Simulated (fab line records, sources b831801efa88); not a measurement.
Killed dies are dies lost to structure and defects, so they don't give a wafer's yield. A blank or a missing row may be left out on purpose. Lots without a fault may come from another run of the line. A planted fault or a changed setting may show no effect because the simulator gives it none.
One fault seen from 2 desks | flow sky130 | each desk has only its own numbers; what lay behind them comes last

THE METROLOGY DESK
What the gauges read, lot by lot, whatever tool the lot ran on: means of the sampled wafers that have a number. A lot is out of limits, marked OUT, if its mean lies more than 4 standard deviations from the usual mean; the brackets give that distance.
Columns: A = cd_nm at SKY_VT_ADJUST_HVTR_CD_MEAS_07, usual 379.5 nm; B = POLY_GATE_CVD_00_THK at SKY_POLY_GATE_THK_MEAS_01, usual 180.7 nm
lot  | first seen here | A     | B
L934 | day 10 20:44    | 382.4 | 180.1
L930 | day 10 22:42    | 381.1 | 179.5
L933 | day 11 00:57    | 377.4 | 180.8
L936 | day 11 14:17    | 377.1 | 179.8
L938 | day 12 02:59    | 380.3 | 181.4
L939 | day 12 14:59    | 378.2 | 181.2
L942 | day 13 06:42    | 377.0 | 182.5
L946 | day 14 12:24    | 383.8 | 179.8
L948 | day 15 11:21    | 376.8 | 129.3 (-43) OUT
L951 | day 16 04:58    | 374.8 | 180.8
This desk's finding: out of limits on L948; first on L948, day 20 21:05 (POLY_GATE_CVD_00_THK at SKY_POLY_GATE_THK_MEAS_01). In limits: L934, L930, L933, L936, L938, L939, L942, L946, L951.

THE TOOL OWNER'S DESK: lpcvd-01
The tool's own readings at SKY_POLY_GATE_CVD_00 (deposits poly-Si, target thk 180 nm, time 720 s): means of the sampled wafers that have a number, for each lot that ran on this tool. A lot is out of limits, marked OUT, if its mean lies more than 4 standard deviations from the usual mean; the brackets give that distance.
Columns: A = pressure_mtorr at SKY_POLY_GATE_CVD_00, usual 200.0 mTorr; B = spike_tc_top_C at SKY_POLY_GATE_CVD_00, usual 638.0 C
lot  | first seen here | A                      | B
L934 | day 15 17:10    | 200.0                  | 636.5
L930 | day 15 21:23    | 200.4                  | 639.5
L933 | day 16 00:43    | 199.9                  | 639.5
L936 | day 16 15:28    | 200.1                  | 639.0
L938 | day 17 05:49    | 200.2                  | 637.4
L939 | day 17 13:53    | 199.8                  | 637.3
L942 | day 18 13:05    | 199.9                  | 636.9
L946 | day 20 01:50    | 199.8                  | 638.5
L948 | day 20 19:53    | 99.8 (-99 or more) OUT | 637.4
L951 | day 21 16:53    | 199.8                  | 639.8
This desk's finding: out of limits on L948; first on L948, day 20 19:53 (pressure_mtorr at SKY_POLY_GATE_CVD_00). In limits: L934, L930, L933, L936, L938, L939, L942, L946, L951.

PUT TOGETHER
The tool owner's desk could have raised an alarm at day 20 19:53, on L948.
The metrology desk could have raised an alarm at day 20 21:05, on L948.
Of the lots named, all ran SKY_POLY_GATE_CVD_00 on lpcvd-01.

WHAT THE SIMULATOR HAD PUT IN
Process parameter drift: lpcvd-01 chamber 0, from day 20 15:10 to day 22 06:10, at SKY_POLY_GATE_CVD_00. Setting pressure_mtorr, moved by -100, from 200.
Lots struck among those shown: L948.
Hours from the fault's start to each desk's first reading out of limits: the tool owner's desk, 5; the metrology desk, 6.
